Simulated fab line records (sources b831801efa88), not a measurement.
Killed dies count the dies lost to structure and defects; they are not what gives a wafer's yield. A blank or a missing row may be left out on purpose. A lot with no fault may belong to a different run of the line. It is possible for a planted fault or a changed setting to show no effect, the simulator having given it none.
2 desks, one fault / flow gf180mcu / each desk has only its own numbers; what lay behind them comes last

FOR THE TOOL OWNER'S DESK: rie-diel-03
The tool's own readings at GF_SAB_ETCH_11 (etches SiO2 in C4F8/O2/Ar, target depth 55 nm, time 8.5 s): means of the sampled wafers that have a number, for each lot that ran on this tool. A lot is out of limits, marked OUT, if its mean lies more than 4 standard deviations from the usual mean; the brackets give that distance.
Columns: A = oes-product-au at GF_SAB_ETCH_11, usual 1.000 a.u.; B = rf-fwd-power-W at GF_SAB_ETCH_11, usual 1473 W
lot=L179; first seen here=day 16 02:25; A=0.999; B=1474
lot=L186; first seen here=day 18 14:13; A=1.008; B=1550 (+8.1) OUT
lot=L197; first seen here=day 22 04:19; A=0.991; B=1472
lot=L198; first seen here=day 22 15:10; A=0.998; B=1468
Finding of this desk: L186 out of limits; the first was L186 at day 18 14:13, on rf-fwd-power-W at GF_SAB_ETCH_11. Within limits: L179, L197, L198.

METROLOGY DESK
Lot by lot, what the gauges showed, no matter which tool ran the lot: averages of those sampled wafers that carry a number. A lot is out of limits, marked OUT, if its mean lies more than 4 standard deviations from the usual mean; the brackets give that distance.
Columns: A = HV_LDD_CVD_56_THK at GF_HV_LDD_THK_MEAS_57, usual 90.2 nm; B = SALICIDE_TIN_RS at GF_SALICIDE_RS_MEAS_04, usual 16.2 ohm/sq
lot=L177; first seen here=day 12 13:32; A=90.1; B=16.4
lot=L178; first seen here=day 13 07:53; A=88.9; B=16.0
lot=L179; first seen here=day 13 09:47; A=91.0; B=16.1
lot=L186; first seen here=day 15 17:28; A=91.0; B=16.3
lot=L190; first seen here=day 16 19:15; A=89.6; B=16.3
lot=L194; first seen here=day 18 06:46; A=89.3; B=16.3
lot=L195; first seen here=day 18 09:54; A=90.6; B=16.5
lot=L196; first seen here=day 18 18:10; A=91.3; B=15.9
lot=L197; first seen here=day 19 04:17; A=91.1; B=16.2
lot=L198; first seen here=day 19 15:19; A=90.6; B=16.3
lot=L199; first seen here=day 19 18:58; A=89.8; B=15.8
lot=L200; first seen here=day 20 00:24; A=90.7; B=16.4
This desk's verdict: no lot among the 12 shows anything out of limits.

BROUGHT TOGETHER
The tool owner's desk had the chance to raise an alarm at day 18 14:13 on L186.
Metrology desk: nothing out of limits seen.
The metrology desk has L186 on record, within its limits.
Of the lots named, all ran GF_SAB_ETCH_11 on rie-diel-03.

WHAT THE SIMULATOR HAD PUT IN
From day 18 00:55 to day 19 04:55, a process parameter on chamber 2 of rie-diel-03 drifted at GF_SAB_ETCH_11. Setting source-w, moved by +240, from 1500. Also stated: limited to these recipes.
Shown lots that were struck: L186.
How many hours passed from the start of the fault until each desk's first out-of-limits reading: the tool owner's desk, 13.
